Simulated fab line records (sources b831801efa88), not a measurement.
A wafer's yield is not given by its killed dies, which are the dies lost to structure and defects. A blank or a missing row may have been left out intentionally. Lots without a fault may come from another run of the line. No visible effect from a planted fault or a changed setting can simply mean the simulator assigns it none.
fab line records ; flow gf180mcu ; part 1 of 2: steps 1 to 25 of 35
[record] lots = 5; wafers = 15; last_day = 34
route steps=602 shown POLY_GATE@175 HV_LDD@176
lots untouched by any fault: they come from a run of this same line in which no faults occurred
start_h: the number of hours between the record's first day and the start of the first shown wafer of the lot ; wait_h: time in hours since the lot's previous step ; " unchanged from the row above ; L1.1+2: one row covering several wafers at once ; - value missing, or start not given ; * or withheld: withheld ; < > ~ a bound
route shown NAME@n: NAME is a module with steps in the file, n the number in the route of the first one ; usual: mean and standard deviation over wafers with no fault ; same: alike in all rows ; chamber/n: place in a boat ; sites: each site's reading ; _std_site: the standard deviation of these ; _edge_site: inner sites' mean taken away from outer sites' mean ; radius_mm: how far each site lies from the wafer's centre ; mask NAME#n: copy n ; behind: the last tool/chamber to shape the wafer ; hold: what put the lot on hold/how long, in hours/how the hold closed ; device: whichever transistor did not switch (one of n, p or np) ; end of line: tests run on the same wafers once the route is complete ; a step without rows: its recipe alone ; killed: count of dies lost to structure and defects at first sort (not the wafer's yield) ; map: dies across one wafer; x = killed, . = not, _ = none there
set.NAME: the setting that was run; set.NAME@STEP: the one run at that earlier step ; model.NAME: the simulator's own value behind a step, which no gauge read
lots at some steps of the route; a table a step, a row a wafer
services: the hour from which a tool's chamber was out of use, counted from the record's first day as start_h (under 0 if before that day), plus the number of hours and why
[[steps]]
[step GF_POLY_GATE_CD_MEAS_18]
[usual] cd_nm = 280.0/1.9
lot.wafer;tool;chamber;start_h;wait_h;cd_nm
L079.1;cd_sem-01;-;235.27;0.1;280.0
L079.2;cd_sem-01;-;235.27;0.1;279.8
L079.3;cd_sem-01;-;235.27;0.1;280.4
L085.2;cd_sem-01;-;285.98;0.1;281.0
L085.3;cd_sem-01;-;285.98;0.1;280.5
L085.6;cd_sem-01;-;285.98;0.1;279.6
L089.4;cd_sem-01;-;309.70;0.1;276.9
L089.5;cd_sem-01;-;309.70;0.1;280.8
L089.6;cd_sem-01;-;309.70;0.1;279.7
L096.1;cd_sem-02;-;358.28;0.1;277.5
L096.3;cd_sem-02;-;358.28;0.1;281.9
L096.4;cd_sem-02;-;358.28;0.1;276.3
L097.2;cd_sem-02;-;368.52;0.1;283.8
L097.4;cd_sem-02;-;368.52;0.1;280.8
L097.6;cd_sem-02;-;368.52;0.1;282.7
[step GF_HV_LDD_DEHYDRATE_00]
[recipe] temp_c = 200; time_s = 60
[usual] exhaust_pa = 45.0/0.83; resist_line_temp_C = 23.01/0.093
lot.wafer;tool;chamber;start_h;wait_h;exhaust_pa;resist_line_temp_C
L079.1;litho_track-04;0;243.68;8.4;45.5;22.91
L079.2;litho_track-04;0;243.68;8.4;43.7;22.88
L079.3;litho_track-04;0;243.68;8.4;44.7;23.12
L085.2;litho_track-04;0;295.10;9.1;45.9;23.05
L085.3;litho_track-04;0;295.10;9.1;45.4;23.03
L085.6;litho_track-04;0;295.10;9.1;45.7;23.07
L089.4;litho_track-01;0;319.76;10.0;44.4;23.00
L089.5;litho_track-01;0;319.76;10.0;44.5;22.88
L089.6;litho_track-01;0;319.76;10.0;45.0;22.96
L096.1;litho_track-04;0;368.38;10.1;44.5;22.92
L096.3;litho_track-04;0;368.38;10.1;44.7;23.04
L096.4;litho_track-04;0;368.38;10.1;44.6;22.98
L097.2;litho_track-02;0;378.93;10.4;45.5;23.16
L097.4;litho_track-02;0;378.93;10.4;45.5;22.98
L097.6;litho_track-02;0;378.93;10.4;44.8;22.84
[step GF_HV_LDD_HMDS_01]
[recipe] prime_time_s = 60; prime_temp_c = 119.2
[usual] exhaust_pa = 45.0/0.98; resist_line_temp_C = 23.02/0.12
lot.wafer;tool;chamber;start_h;wait_h;exhaust_pa;resist_line_temp_C
L079.1;litho_track-04;0;243.83;0.1;44.3;22.84
L079.2;litho_track-04;0;243.83;0.1;45.2;22.86
L079.3;litho_track-04;0;243.83;0.1;44.1;22.85
L085.2;litho_track-04;0;295.25;0.1;45.0;23.02
L085.3;litho_track-04;0;295.25;0.1;46.2;23.11
L085.6;litho_track-04;0;295.25;0.1;46.8;22.95
L089.4;litho_track-01;0;319.91;0.1;45.1;22.79
L089.5;litho_track-01;0;319.91;0.1;44.9;22.80
L089.6;litho_track-01;0;319.91;0.1;45.7;22.94
L096.1;litho_track-04;0;368.53;0.1;44.3;22.90
L096.3;litho_track-04;0;368.53;0.1;43.7;23.04
L096.4;litho_track-04;0;368.53;0.1;45.0;23.10
L097.2;litho_track-02;0;379.08;0.1;46.1;23.00
L097.4;litho_track-02;0;379.08;0.1;44.9;22.96
L097.6;litho_track-02;0;379.08;0.1;44.4;23.01
[step GF_HV_LDD_COAT_02]
[recipe] resist = NOVOLAK; spin_rpm = 3000; resist_thk_nm = 1000
[usual] exhaust_pa = 44.9/1; resist_line_temp_C = 22.99/0.11
lot.wafer;tool;chamber;start_h;wait_h;exhaust_pa;resist_line_temp_C
L079.1;litho_track-04;0;243.98;0.1;44.3;22.88
L079.2;litho_track-04;0;243.98;0.1;42.9;23.01
L079.3;litho_track-04;0;243.98;0.1;44.5;22.92
L085.2;litho_track-04;0;295.40;0.1;45.8;22.93
L085.3;litho_track-04;0;295.40;0.1;45.3;22.87
L085.6;litho_track-04;0;295.40;0.1;45.4;22.92
L089.4;litho_track-01;0;320.06;0.1;44.6;23.00
L089.5;litho_track-01;0;320.06;0.1;44.7;22.89
L089.6;litho_track-01;0;320.06;0.1;46.4;23.14
L096.1;litho_track-04;0;368.68;0.1;44.8;23.24
L096.3;litho_track-04;0;368.68;0.1;44.7;23.13
L096.4;litho_track-04;0;368.68;0.1;43.6;23.15
L097.2;litho_track-02;0;379.23;0.1;43.9;22.94
L097.4;litho_track-02;0;379.23;0.1;45.1;23.09
L097.6;litho_track-02;0;379.23;0.1;44.8;23.12
[step GF_HV_LDD_SOFTBAKE_03]
[recipe] temp_c = 90; time_s = 60; resist = NOVOLAK
[usual] exhaust_pa = 44.9/0.78; resist_line_temp_C = 23.02/0.11
lot.wafer;tool;chamber;start_h;wait_h;exhaust_pa;resist_line_temp_C
L079.1;litho_track-04;0;244.13;0.1;45.6;22.94
L079.2;litho_track-04;0;244.13;0.1;45.0;23.01
L079.3;litho_track-04;0;244.13;0.1;45.1;23.05
L085.2;litho_track-04;0;295.55;0.1;47.5;23.06
L085.3;litho_track-04;0;295.55;0.1;44.8;23.16
L085.6;litho_track-04;0;295.55;0.1;44.5;23.07
L089.4;litho_track-01;0;320.21;0.1;44.5;22.89
L089.5;litho_track-01;0;320.21;0.1;45.7;23.07
L089.6;litho_track-01;0;320.21;0.1;43.6;22.99
L096.1;litho_track-04;0;368.83;0.1;45.0;22.95
L096.3;litho_track-04;0;368.83;0.1;44.4;22.95
L096.4;litho_track-04;0;368.83;0.1;44.1;23.14
L097.2;litho_track-02;0;379.38;0.1;45.2;22.92
L097.4;litho_track-02;0;379.38;0.1;45.6;22.92
L097.6;litho_track-02;0;379.38;0.1;46.0;22.87
[step GF_HV_LDD_EXPOSE_04]
[recipe] mask_id = Nplus_LV_AREA; target_cd_nm = 400; na = 0.6; source_shape = conventional; sigma_outer = 0.6; dose_mj = 140
lot.wafer;tool;chamber;start_h;wait_h;mask
L079.1+2+3;iline_stepper-01;0;-;-;Nplus_LV_AREA#0
L085.2+3+6;iline_stepper-01;0;-;-;Nplus_LV_AREA#0
L089.4+5+6;iline_stepper-01;0;-;-;Nplus_LV_AREA#0
L096.1+3+4;iline_stepper-01;0;-;-;Nplus_LV_AREA#0
L097.2+4+6;iline_stepper-01;0;-;-;Nplus_LV_AREA#0
[step GF_HV_LDD_PEB_05]
[recipe] temp_c = withheld; time_s = *; resist = NOVOLAK
[usual] exhaust_pa = 45.1/0.97; resist_line_temp_C = *
lot.wafer;tool;chamber;start_h;wait_h;exhaust_pa;resist_line_temp_C
L079.1;litho_track-02;0;-;-;45.7;*
L079.2;litho_track-02;0;-;-;44.2;*
L079.3;litho_track-02;0;-;-;46.0;*
L085.2;litho_track-01;0;-;-;44.3;*
L085.3;litho_track-01;0;-;-;45.9;*
L085.6;litho_track-01;0;-;-;46.4;*
L089.4;litho_track-04;0;-;-;43.9;*
L089.5;litho_track-04;0;-;-;44.7;*
L089.6;litho_track-04;0;-;-;43.8;*
L096.1;litho_track-04;0;-;-;45.1;*
L096.3;litho_track-04;0;-;-;44.7;*
L096.4;litho_track-04;0;-;-;45.1;*
L097.2;litho_track-04;0;-;-;44.1;*
L097.4;litho_track-04;0;-;-;45.5;*
L097.6;litho_track-04;0;-;-;45.9;*
[step GF_HV_LDD_DEVELOP_06]
[recipe] develop_time_s = 60; dev_temp_c = 23
[usual] exhaust_pa = 45.2/0.9; resist_line_temp_C = 23.02/0.1
lot.wafer;tool;chamber;start_h;wait_h;exhaust_pa;resist_line_temp_C
L079.1;litho_track-02;0;253.46;0.1;44.7;23.01
L079.2;litho_track-02;0;253.46;0.1;45.5;23.18
L079.3;litho_track-02;0;253.46;0.1;44.7;23.04
L085.2;litho_track-01;0;304.96;0.1;45.4;22.82
L085.3;litho_track-01;0;304.96;0.1;45.1;22.98
L085.6;litho_track-01;0;304.96;0.1;44.7;23.05
L089.4;litho_track-04;0;330.05;0.1;44.9;23.07
L089.5;litho_track-04;0;330.05;0.1;44.7;23.08
L089.6;litho_track-04;0;330.05;0.1;45.4;23.19
L096.1;litho_track-04;0;379.93;0.1;43.8;22.80
L096.3;litho_track-04;0;379.93;0.1;43.9;23.05
L096.4;litho_track-04;0;379.93;0.1;44.7;22.98
L097.2;litho_track-04;0;390.70;0.1;44.0;23.09
L097.4;litho_track-04;0;390.70;0.1;44.1;23.05
L097.6;litho_track-04;0;390.70;0.1;45.4;23.00
[step GF_HV_LDD_CD_MEAS_07]
[recipe] target_cd_nm = 400
[usual] cd_nm = 400.1/2.2
lot.wafer;tool;chamber;start_h;wait_h;cd_nm
L079.1;cd_sem-02;-;253.61;0.1;404.0
L079.2;cd_sem-02;-;253.61;0.1;404.5
L079.3;cd_sem-02;-;253.61;0.1;403.8
L085.2;cd_sem-02;-;305.11;0.1;398.9
L085.3;cd_sem-02;-;305.11;0.1;398.6
L085.6;cd_sem-02;-;305.11;0.1;399.3
L089.4;cd_sem-01;-;330.19;0.1;401.8
L089.5;cd_sem-01;-;330.19;0.1;400.7
L089.6;cd_sem-01;-;330.19;0.1;399.7
L096.1;cd_sem-02;-;380.08;0.1;399.1
L096.3;cd_sem-02;-;380.08;0.1;398.3
L096.4;cd_sem-02;-;380.08;0.1;396.9
L097.2;cd_sem-02;-;390.85;0.1;401.0
L097.4;cd_sem-02;-;390.85;0.1;400.6
L097.6;cd_sem-02;-;390.85;0.1;399.4
[step GF_HV_LDD_OVL_MEAS_08]
[usual] HV_LDD_OVL = -1.2/1.4
lot.wafer;tool;chamber;start_h;wait_h;HV_LDD_OVL[nm]
L079.1;overlay-02;-;253.73;0.1;-1.2
L079.2;overlay-02;-;253.73;0.1;-1.7
L079.3;overlay-02;-;253.73;0.1;-2.2
L085.2;overlay-02;-;305.21;0.1;-2.2
L085.3;overlay-02;-;305.21;0.1;-1.6
L085.6;overlay-02;-;305.21;0.1;-1.5
L089.4;overlay-01;-;330.27;0.1;-0.4
L089.5;overlay-01;-;330.27;0.1;0.6
L089.6;overlay-01;-;330.27;0.1;-0.6
L096.1;overlay-02;-;380.20;0.1;-2.8
L096.3;overlay-02;-;380.20;0.1;-3.5
L096.4;overlay-02;-;380.20;0.1;-2.6
L097.2;overlay-02;-;390.95;0.1;0.3
L097.4;overlay-02;-;390.95;0.1;-0.6
L097.6;overlay-02;-;390.95;0.1;0.8
[step GF_HV_LDD_IMPLANT_09]
[recipe] species = As; energy_kev = 40; dose_cm2 = 1e+14; tilt_deg = 7
lot.wafer;tool;chamber;start_h;wait_h
L079.1+2+3;implanter-03;0;253.76;0.0
L085.2+3+6;implanter-01;0;305.27;0.0
L089.4+5+6;implanter-02;0;330.36;0.1
L096.1+3+4;implanter-01;0;380.23;0.0
L097.2+4+6;implanter-03;0;391.01;0.0
[step GF_HV_LDD_STRIP_10]
[recipe] chemistry = O2/N2; power_w = 1400; pressure_mtorr = 1500; platen_temp_c = 250; o2_flow_sccm = 3000; n2_flow_sccm = 300; overash_fraction = 0.5
[usual] drypump_motor_current_A = 5.6/0.41; heater_power_w = 326/40; oes_product_au = 0.716/0.0044; strip_time_to_endpoint_s = 12.63/0.033
lot.wafer;tool;chamber;start_h;wait_h;drypump_motor_current_A;heater_power_w;oes_product_au;rf_hours_counter_h;strip_time_to_endpoint_s
L079.1;plasma_asher-04;0;253.91;0.1;5.2;268;0.720;14;12.61
L079.2;plasma_asher-04;1;253.91;0.1;6.1;330;0.714;14;12.62
L079.3;plasma_asher-04;0;253.91;0.1;5.2;277;0.720;-;12.61
L085.2;plasma_asher-04;1;305.39;0.1;6.1;332;0.724;20;12.60
L085.3;plasma_asher-04;0;305.39;0.1;5.2;261;0.721;-;12.66
L085.6;plasma_asher-04;1;305.39;0.1;6.1;325;0.721;-;12.64
L089.4;plasma_asher-01;0;330.47;0.1;5.5;322;0.715;-;12.64
L089.5;plasma_asher-01;1;330.47;0.1;5.2;371;0.721;-;12.66
L089.6;plasma_asher-01;0;330.47;0.1;5.5;317;0.714;-;12.62
L096.1;plasma_asher-04;0;380.38;0.1;5.2;266;0.715;27;12.59
L096.3;plasma_asher-04;0;380.38;0.1;5.2;271;0.722;-;12.56
L096.4;plasma_asher-04;1;380.38;0.1;6.1;332;0.721;-;12.56
L097.2;plasma_asher-02;0;391.13;0.1;6.3;378;0.710;75;12.60
L097.4;plasma_asher-02;1;391.13;0.1;5.9;353;0.712;-;12.61
L097.6;plasma_asher-02;1;391.13;0.1;5.8;343;0.718;-;12.65
[step GF_HV_LDD_TW_MEAS_11]
[usual] HV_LDD_TW = 2378/21
lot.wafer;tool;chamber;start_h;wait_h;HV_LDD_TW
L079.1;film_metro-01;-;254.01;0.1;2430
L079.2;film_metro-01;-;254.01;0.1;2418
L079.3;film_metro-01;-;254.01;0.1;2415
L085.2;film_metro-03;-;305.50;0.1;2384
L085.3;film_metro-03;-;305.50;0.1;2396
L085.6;film_metro-03;-;305.50;0.1;2390
L089.4;film_metro-03;-;330.56;0.1;2386
L089.5;film_metro-03;-;330.56;0.1;2388
L089.6;film_metro-03;-;330.56;0.1;2396
L096.1;film_metro-03;-;380.48;0.1;2396
L096.3;film_metro-03;-;380.48;0.1;2390
L096.4;film_metro-03;-;380.48;0.1;2393
L097.2;film_metro-03;-;391.24;0.1;2398
L097.4;film_metro-03;-;391.24;0.1;2388
L097.6;film_metro-03;-;391.24;0.1;2392
[step GF_HV_LDD_DEHYDRATE_12]
[recipe] temp_c = 200; time_s = 60
[usual] exhaust_pa = 45.1/0.83; resist_line_temp_C = 23.00/0.095
lot.wafer;tool;chamber;start_h;wait_h;exhaust_pa;resist_line_temp_C
L079.1;litho_track-04;0;262.78;8.8;44.3;22.91
L079.2;litho_track-04;0;262.78;8.8;44.1;23.03
L079.3;litho_track-04;0;262.78;8.8;44.3;23.03
L085.2;litho_track-04;0;315.30;9.8;44.5;23.08
L085.3;litho_track-04;0;315.30;9.8;43.7;22.88
L085.6;litho_track-04;0;315.30;9.8;44.1;22.96
L089.4;litho_track-01;0;340.51;9.9;44.1;23.01
L089.5;litho_track-01;0;340.51;9.9;44.7;23.07
L089.6;litho_track-01;0;340.51;9.9;43.7;22.96
L096.1;litho_track-04;0;391.83;11.3;45.0;23.11
L096.3;litho_track-04;0;391.83;11.3;46.8;22.90
L096.4;litho_track-04;0;391.83;11.3;45.0;23.09
L097.2;litho_track-04;0;402.75;11.5;43.4;23.04
L097.4;litho_track-04;0;402.75;11.5;44.7;23.11
L097.6;litho_track-04;0;402.75;11.5;45.2;23.06
[step GF_HV_LDD_HMDS_13]
[recipe] prime_time_s = 60; prime_temp_c = 120
[usual] exhaust_pa = 45.0/0.88; resist_line_temp_C = 22.97/0.1
lot.wafer;tool;chamber;start_h;wait_h;exhaust_pa;resist_line_temp_C
L079.1;litho_track-04;0;262.93;0.1;44.1;22.82
L079.2;litho_track-04;0;262.93;0.1;45.5;22.88
L079.3;litho_track-04;0;262.93;0.1;44.7;22.73
L085.2;litho_track-04;0;315.45;0.1;45.0;22.99
L085.3;litho_track-04;0;315.45;0.1;45.2;22.87
L085.6;litho_track-04;0;315.45;0.1;45.9;23.13
L089.4;litho_track-01;0;340.66;0.1;44.9;22.88
L089.5;litho_track-01;0;340.66;0.1;43.8;22.75
L089.6;litho_track-01;0;340.66;0.1;44.8;22.89
L096.1;litho_track-04;0;391.98;0.1;45.3;23.01
L096.3;litho_track-04;0;391.98;0.1;44.0;23.20
L096.4;litho_track-04;0;391.98;0.1;44.9;22.98
L097.2;litho_track-04;0;402.90;0.1;46.0;23.01
L097.4;litho_track-04;0;402.90;0.1;45.3;23.06
L097.6;litho_track-04;0;402.90;0.1;45.7;23.13
[step GF_HV_LDD_COAT_14]
[recipe] resist = NOVOLAK; spin_rpm = 3000; resist_thk_nm = 1000
[usual] exhaust_pa = 44.9/0.87; resist_line_temp_C = 22.99/0.11
lot.wafer;tool;chamber;start_h;wait_h;exhaust_pa;resist_line_temp_C
L079.1;litho_track-04;0;263.08;0.1;45.8;22.94
L079.2;litho_track-04;0;263.08;0.1;44.3;23.16
L079.3;litho_track-04;0;263.08;0.1;46.1;23.03
L085.2;litho_track-04;0;315.60;0.1;45.3;22.87
L085.3;litho_track-04;0;315.60;0.1;45.4;22.86
L085.6;litho_track-04;0;315.60;0.1;45.1;23.02
L089.4;litho_track-01;0;340.81;0.1;45.2;23.01
L089.5;litho_track-01;0;340.81;0.1;44.1;22.93
L089.6;litho_track-01;0;340.81;0.1;44.0;23.01
L096.1;litho_track-04;0;392.13;0.1;43.2;22.86
L096.3;litho_track-04;0;392.13;0.1;42.8;22.83
L096.4;litho_track-04;0;392.13;0.1;44.1;22.83
L097.2;litho_track-04;0;403.05;0.1;44.9;22.96
L097.4;litho_track-04;0;403.05;0.1;44.3;23.04
L097.6;litho_track-04;0;403.05;0.1;44.8;22.86
[step GF_HV_LDD_SOFTBAKE_15]
[recipe] temp_c = 90; time_s = 60; resist = NOVOLAK
[usual] exhaust_pa = 45.0/0.99; resist_line_temp_C = 22.99/0.098
lot.wafer;tool;chamber;start_h;wait_h;exhaust_pa;resist_line_temp_C
L079.1;litho_track-04;0;263.23;0.1;45.0;22.95
L079.2;litho_track-04;0;263.23;0.1;46.4;22.82
L079.3;litho_track-04;0;263.23;0.1;45.0;22.93
L085.2;litho_track-04;0;315.75;0.1;42.9;22.92
L085.3;litho_track-04;0;315.75;0.1;42.5;22.88
L085.6;litho_track-04;0;315.75;0.1;42.5;23.05
L089.4;litho_track-01;0;340.96;0.1;45.1;23.05
L089.5;litho_track-01;0;340.96;0.1;44.3;22.85
L089.6;litho_track-01;0;340.96;0.1;45.5;22.69
L096.1;litho_track-04;0;392.28;0.1;43.7;23.06
L096.3;litho_track-04;0;392.28;0.1;44.3;22.98
L096.4;litho_track-04;0;392.28;0.1;43.7;23.04
L097.2;litho_track-04;0;403.20;0.1;45.3;23.01
L097.4;litho_track-04;0;403.20;0.1;44.5;22.96
L097.6;litho_track-04;0;403.20;0.1;44.6;22.88
[step GF_HV_LDD_EXPOSE_16]
[recipe] mask_id = Pplus_LV_AREA; target_cd_nm = 400; na = 0.6; source_shape = conventional; sigma_outer = 0.6; dose_mj = 140
lot.wafer;tool;chamber;start_h;wait_h;mask
L079.1+2+3;iline_stepper-01;0;-;-;Pplus_LV_AREA#0
L085.2+3+6;iline_stepper-01;0;-;-;Pplus_LV_AREA#0
L089.4+5+6;iline_stepper-01;0;-;-;Pplus_LV_AREA#0
L096.1+3+4;iline_stepper-02;0;-;-;Pplus_LV_AREA#0
L097.2+4+6;iline_stepper-01;0;-;-;Pplus_LV_AREA#0
[step GF_HV_LDD_PEB_17]
[recipe] temp_c = withheld; time_s = *; resist = NOVOLAK
[usual] exhaust_pa = 45.1/0.98; resist_line_temp_C = *
lot.wafer;tool;chamber;start_h;wait_h;exhaust_pa;resist_line_temp_C
L079.1;litho_track-01;0;-;-;45.3;*
L079.2;litho_track-01;0;-;-;45.4;*
L079.3;litho_track-01;0;-;-;44.9;*
L085.2;litho_track-01;0;-;-;44.5;*
L085.3;litho_track-01;0;-;-;43.8;*
L085.6;litho_track-01;0;-;-;45.3;*
L089.4;litho_track-01;0;-;-;45.8;*
L089.5;litho_track-01;0;-;-;45.1;*
L089.6;litho_track-01;0;-;-;46.3;*
L096.1;litho_track-02;0;-;-;46.1;*
L096.3;litho_track-02;0;-;-;45.4;*
L096.4;litho_track-02;0;-;-;46.6;*
L097.2;litho_track-04;0;-;-;46.2;*
L097.4;litho_track-04;0;-;-;45.6;*
L097.6;litho_track-04;0;-;-;46.0;*
[step GF_HV_LDD_DEVELOP_18]
[recipe] develop_time_s = 60; dev_temp_c = 23
[usual] exhaust_pa = 44.8/0.84; resist_line_temp_C = 22.99/0.12
lot.wafer;tool;chamber;start_h;wait_h;exhaust_pa;resist_line_temp_C
L079.1;litho_track-01;0;272.44;0.1;45.8;22.77
L079.2;litho_track-01;0;272.44;0.1;46.1;22.75
L079.3;litho_track-01;0;272.44;0.1;44.0;22.75
L085.2;litho_track-01;0;325.76;0.1;45.4;22.87
L085.3;litho_track-01;0;325.76;0.1;43.7;22.98
L085.6;litho_track-01;0;325.76;0.1;45.1;22.89
L089.4;litho_track-01;0;351.36;0.1;44.2;23.01
L089.5;litho_track-01;0;351.36;0.1;43.5;22.87
L089.6;litho_track-01;0;351.36;0.1;44.5;23.23
L096.1;litho_track-02;0;404.05;0.1;46.4;23.11
L096.3;litho_track-02;0;404.05;0.1;44.3;22.99
L096.4;litho_track-02;0;404.05;0.1;44.8;23.05
L097.2;litho_track-04;0;414.55;0.1;45.3;23.22
L097.4;litho_track-04;0;414.55;0.1;44.4;22.91
L097.6;litho_track-04;0;414.55;0.1;44.6;23.24
[step GF_HV_LDD_CD_MEAS_19]
[recipe] target_cd_nm = 400
[usual] cd_nm = 400.8/2.2
lot.wafer;tool;chamber;start_h;wait_h;cd_nm
L079.1;cd_sem-02;-;272.59;0.1;400.2
L079.2;cd_sem-02;-;272.59;0.1;399.3
L079.3;cd_sem-02;-;272.59;0.1;400.9
L085.2;cd_sem-02;-;325.91;0.1;401.1
L085.3;cd_sem-02;-;325.91;0.1;402.2
L085.6;cd_sem-02;-;325.91;0.1;399.0
L089.4;cd_sem-01;-;351.50;0.1;397.8
L089.5;cd_sem-01;-;351.50;0.1;398.4
L089.6;cd_sem-01;-;351.50;0.1;400.3
L096.1;cd_sem-02;-;404.20;0.1;404.0
L096.3;cd_sem-02;-;404.20;0.1;400.9
L096.4;cd_sem-02;-;404.20;0.1;400.4
L097.2;cd_sem-02;-;414.70;0.1;403.4
L097.4;cd_sem-02;-;414.70;0.1;399.8
L097.6;cd_sem-02;-;414.70;0.1;401.9
[step GF_HV_LDD_OVL_MEAS_20]
[usual] HV_LDD_01_OVL = -0.8/1.6
lot.wafer;tool;chamber;start_h;wait_h;HV_LDD_01_OVL[nm]
L079.1;overlay-01;-;272.71;0.1;0.9
L079.2;overlay-01;-;272.71;0.1;0.3
L079.3;overlay-01;-;272.71;0.1;1.3
L085.2;overlay-02;-;326.01;0.1;-3.3
L085.3;overlay-02;-;326.01;0.1;-1.9
L085.6;overlay-02;-;326.01;0.1;-1.6
L089.4;overlay-02;-;351.57;0.1;-3.7
L089.5;overlay-02;-;351.57;0.1;-0.4
L089.6;overlay-02;-;351.57;0.1;-4.3
L096.1;overlay-01;-;404.32;0.1;0.7
L096.3;overlay-01;-;404.32;0.1;-0.3
L096.4;overlay-01;-;404.32;0.1;-1.7
L097.2;overlay-02;-;414.80;0.1;-2.0
L097.4;overlay-02;-;414.80;0.1;-2.2
L097.6;overlay-02;-;414.80;0.1;-1.8
[step GF_HV_LDD_IMPLANT_21]
[recipe] species = BF2; energy_kev = 24.37; dose_cm2 = 5e+13; tilt_deg = 7
lot.wafer;tool;chamber;start_h;wait_h
L079.1+2+3;implanter-03;0;272.74;0.0
L085.2+3+6;implanter-03;0;326.07;0.0
L089.4+5+6;implanter-03;0;351.67;0.1
L096.1+3+4;implanter-03;0;404.36;0.0
L097.2+4+6;implanter-02;0;414.86;0.0
[step GF_HV_LDD_STRIP_22]
[recipe] chemistry = O2/N2; power_w = 1400; pressure_mtorr = 1500; platen_temp_c = 250; o2_flow_sccm = 3000; n2_flow_sccm = 300; overash_fraction = 0.5
[usual] drypump_motor_current_A = 5.6/0.41; heater_power_w = 334/40; oes_product_au = 0.716/0.004; strip_time_to_endpoint_s = 12.63/0.03
lot.wafer;tool;chamber;start_h;wait_h;drypump_motor_current_A;heater_power_w;oes_product_au;rf_hours_counter_h;strip_time_to_endpoint_s
L079.1;plasma_asher-01;1;272.89;0.1;5.2;368;0.721;62;12.61
L079.2;plasma_asher-01;0;272.89;0.1;5.5;320;0.717;62;12.61
L079.3;plasma_asher-01;1;272.89;0.1;5.2;377;0.715;-;12.57
L085.2;plasma_asher-04;1;326.19;0.1;6.1;326;0.719;22;12.64
L085.3;plasma_asher-04;0;326.19;0.1;5.2;273;0.723;-;12.62
L085.6;plasma_asher-04;0;326.19;0.1;5.2;261;0.715;-;12.64
L089.4;plasma_asher-04;1;351.78;0.1;6.1;330;0.714;-;12.64
L089.5;plasma_asher-04;1;351.78;0.1;6.1;333;0.718;-;12.61
L089.6;plasma_asher-04;0;351.78;0.1;5.2;270;0.723;-;12.64
L096.1;plasma_asher-04;1;404.51;0.1;6.1;329;0.715;29;12.65
L096.3;plasma_asher-04;0;404.51;0.1;5.2;267;0.716;-;12.68
L096.4;plasma_asher-04;1;404.51;0.1;6.1;322;0.722;-;12.66
L097.2;plasma_asher-04;0;414.98;0.1;5.2;268;0.713;30;12.66
L097.4;plasma_asher-04;1;414.98;0.1;6.1;333;0.711;-;12.65
L097.6;plasma_asher-04;0;414.98;0.1;5.2;275;0.719;-;12.67
[step GF_HV_LDD_TW_MEAS_23]
[usual] HV_LDD_2_TW = 1035/8.2
lot.wafer;tool;chamber;start_h;wait_h;HV_LDD_2_TW
L079.1;film_metro-04;-;272.99;0.1;1029
L079.2;film_metro-04;-;272.99;0.1;1028
L079.3;film_metro-04;-;272.99;0.1;1034
L085.2;film_metro-04;-;326.30;0.1;1026
L085.3;film_metro-04;-;326.30;0.1;1030
L085.6;film_metro-04;-;326.30;0.1;1029
L089.4;film_metro-03;-;351.87;0.1;1020
L089.5;film_metro-03;-;351.87;0.1;1019
L089.6;film_metro-03;-;351.87;0.1;1029
L096.1;film_metro-03;-;404.61;0.1;1039
L096.3;film_metro-03;-;404.61;0.1;1040
L096.4;film_metro-03;-;404.61;0.1;1038
L097.2;film_metro-01;-;415.09;0.1;1050
L097.4;film_metro-01;-;415.09;0.1;1048
L097.6;film_metro-01;-;415.09;0.1;1052
